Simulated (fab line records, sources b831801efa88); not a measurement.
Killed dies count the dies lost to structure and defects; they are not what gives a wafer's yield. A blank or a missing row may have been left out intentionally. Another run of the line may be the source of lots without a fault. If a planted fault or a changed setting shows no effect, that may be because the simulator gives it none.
Comparing a struck lot with a sound one :: flow gf180mcu :: 43 out of 602 route steps
Sound: these wafers, L554.1, L554.3, L554.4. The struck wafers were L558.2, L558.3, L558.5. The cause comes at the end.
For every step that has rows: the tool of each side, followed by ch and its chambers, followed by its first start. Under that, the readings that differ: sound wafers :: struck wafers :: difference of the means :: sigmas: that difference in standard deviations of wafers without a fault.
alike: a reading whose means differ by less than 2 such deviations, as well as words and numbers matching on both sides. not compared: withheld readings; readings where some wafer has no value; bounds like >300 that might hide an equal value; numbers whose values overlap and for which the record gives no deviation.
Wherever a step has rows on one side only, a row that says differs or no value, or a row with sigmas, the two part there. Numbers that don't overlap but have no deviation are shown without sigmas and don't part them. A reading that every wafer of one side lacks parts them only if that side has two wafers or more.

GF_NSD_STRIP_11: strips in O2/N2.
  sound on plasmaAsher-03 ch 0,1, day 16 01:08; struck on plasmaAsher-04 ch 0,1, day 17 11:12
  alike: drypumpMotorCurrentA, heaterPowerW, oesProductAu, stripTimeToEndpointS
  not compared: rfHoursCounterH
GF_NSD_TW_MEAS_12:
  sound: filmMetro-04 at day 16 01:14; struck: filmMetro-04 at day 17 11:19
  alike: NSD_TW
then, 7 steps without rows for these wafers: GF_PSD_DEHYDRATE_00 (time 60 s); GF_PSD_HMDS_01 (prime time 60 s); GF_PSD_COAT_02 (resist thk 1000 nm); GF_PSD_SOFTBAKE_03 (time 60 s); GF_PSD_EXPOSE_04 (exposes mask Pplus, target cd 400 nm); GF_PSD_PEB_05; GF_PSD_DEVELOP_06 (develop time 60 s).
GF_PSD_CD_MEAS_07 targets a cd of 400 nm.
  sound: cdSem-02 at day 16 22:41; struck: cdSem-01 at day 18 10:31
  alike: cdNm
GF_PSD_OVL_MEAS_08:
  sound: overlay-01 at day 16 22:49; struck: overlay-02 at day 18 10:37
  alike: PSD_OVL
then, 1 step without rows for these wafers: GF_PSD_IMPLANT_09.
GF_PSD_STRIP_10: strips in O2/N2.
  sound on plasmaAsher-01 ch 0,1, day 16 22:59; struck on plasmaAsher-02 ch 0,1, day 18 10:48
  alike: drypumpMotorCurrentA, heaterPowerW, oesProductAu, stripTimeToEndpointS
  not compared: rfHoursCounterH
GF_PSD_TW_MEAS_11:
  sound: filmMetro-04 at day 16 23:05; struck: filmMetro-01 at day 18 10:55
  alike: PSD_TW
then, 2 steps without rows for these wafers: GF_PSD_CLEAN_12 (cleans in SC1/SC2, time 144.1 s); GF_PSD_RTA_13 (time 20 s).
GF_PSD_RS_MEAS_14: a four-point-probe measurement.
  sound: filmMetro-03 at day 16 23:22; struck: filmMetro-03 at day 18 11:07
  alike: NSD_RS
GF_PSD_RS_MEAS_15: a four-point-probe measurement.
  sound: filmMetro-03 at day 16 23:29; struck: filmMetro-03 at day 18 11:14
  alike: PSD_RS
GF_SAB_CVD_00: deposits SiO2 from TEOS, target thk 50 nm, time 4.9302 s.
  sound on pecvd-02 ch 1,2, day 16 23:37; struck on pecvd-04 ch 0,1,2, day 18 11:20
  alike: heaterPowerW
GF_SAB_THK_MEAS_01:
  sound: filmMetro-02 at day 16 23:38; struck: filmMetro-01 at day 18 11:22
  alike: SAB_CVD_00_THK
then, 7 steps without rows for these wafers: GF_SAB_DEHYDRATE_02 (time 60 s); GF_SAB_HMDS_03 (prime time 60 s); GF_SAB_COAT_04 (resist thk 1000 nm); GF_SAB_SOFTBAKE_05 (time 60 s); GF_SAB_EXPOSE_06 (exposes mask SAB, target cd 420 nm); GF_SAB_PEB_07; GF_SAB_DEVELOP_08 (develop time 60 s).
GF_SAB_CD_MEAS_09 targets a cd of 420 nm.
  sound: cdSem-02 at day 17 22:02; struck: cdSem-02 at day 19 11:10
reading: cdNm (nm)
sound: 416.6 422.0 418.9
struck: 422.7 422.2 425.1
difference: +4.2
sigmas: +2
GF_SAB_OVL_MEAS_10:
  sound: overlay-01 at day 17 22:09; struck: overlay-01 at day 19 11:16
  alike: SAB_OVL
then, 5 steps without rows for these wafers: GF_SAB_ETCH_11 (etches SiO2 in C4F8/O2/Ar, target depth 55 nm, time 8.5 s); GF_SAB_WET_ETCH_12 (etches SiO2 in dHF, target depth 22 nm, time 440 s); GF_SAB_STRIP_13 (strips in O2/N2); GF_SALICIDE_CLEAN_00 (cleans in SC1/SC2, time 150 s); GF_SALICIDE_WET_ETCH_01 (etches SiO2 in dHF, target depth 5 nm, time 100 s).
GF_SALICIDE_SPUTTER_02: material Co, target thk 10 nm, time 20 s.
  sound: pvdSputter-02 at day 17 22:35; struck: pvdSputter-02 at day 19 11:39
  alike: throttleValvePct
GF_SALICIDE_SPUTTER_03: material TiN, target thk 20 nm, time 16.92 s.
  sound: pvdSputter-02 at day 17 22:37; struck: pvdSputter-02 at day 19 11:41
  alike: throttleValvePct
GF_SALICIDE_RS_MEAS_04: a four-point-probe measurement.
  sound: filmMetro-03 at day 17 22:38; struck: filmMetro-03 at day 19 11:43
  alike: SALICIDE_TIN_RS
GF_SALICIDE_THK_MEAS_05: measures by xrf.
  sound: filmMetro-03 at day 17 22:45; struck: filmMetro-03 at day 19 11:50
  alike: SALICIDE_TIN_THK
GF_SALICIDE_RTA_06: time 30 s.
  sound on rtpAnneal-01 ch 0, day 17 22:49; struck on rtpAnneal-02 ch 0, day 19 11:54
reading: lampPowerPct (%)
sound: 6.5 6.5 6.5
struck: 5.7 5.7 5.7
difference: -0.8
sigmas: -2
  alike: wafer_temp_C_max
then, 3 steps without rows for these wafers: GF_SALICIDE_WET_ETCH_07 (etches the open film in SPM, target depth 120 nm); GF_SALICIDE_RTA_08 (time 30 s); GF_CONTACT_CVD_00 (deposits SiO2, target thk 300 nm, time 50 s).
-- the record jumps here: 13 days lie between the struck wafers' starts before and after (it left off in module CONTACT and takes up again in module PASSIVATION, whose first step shown is number 602 of the route) --
GF_PASSIVATION_PROBE_99:
  record: rows for the struck wafers here (prober-02, day 32 12:13), none for the sound ones

WHERE THEY PART
Earliest at GF_SAB_CD_MEAS_09; latest, in this record, at GF_PASSIVATION_PROBE_99.

WHY: the cause the simulator had injected
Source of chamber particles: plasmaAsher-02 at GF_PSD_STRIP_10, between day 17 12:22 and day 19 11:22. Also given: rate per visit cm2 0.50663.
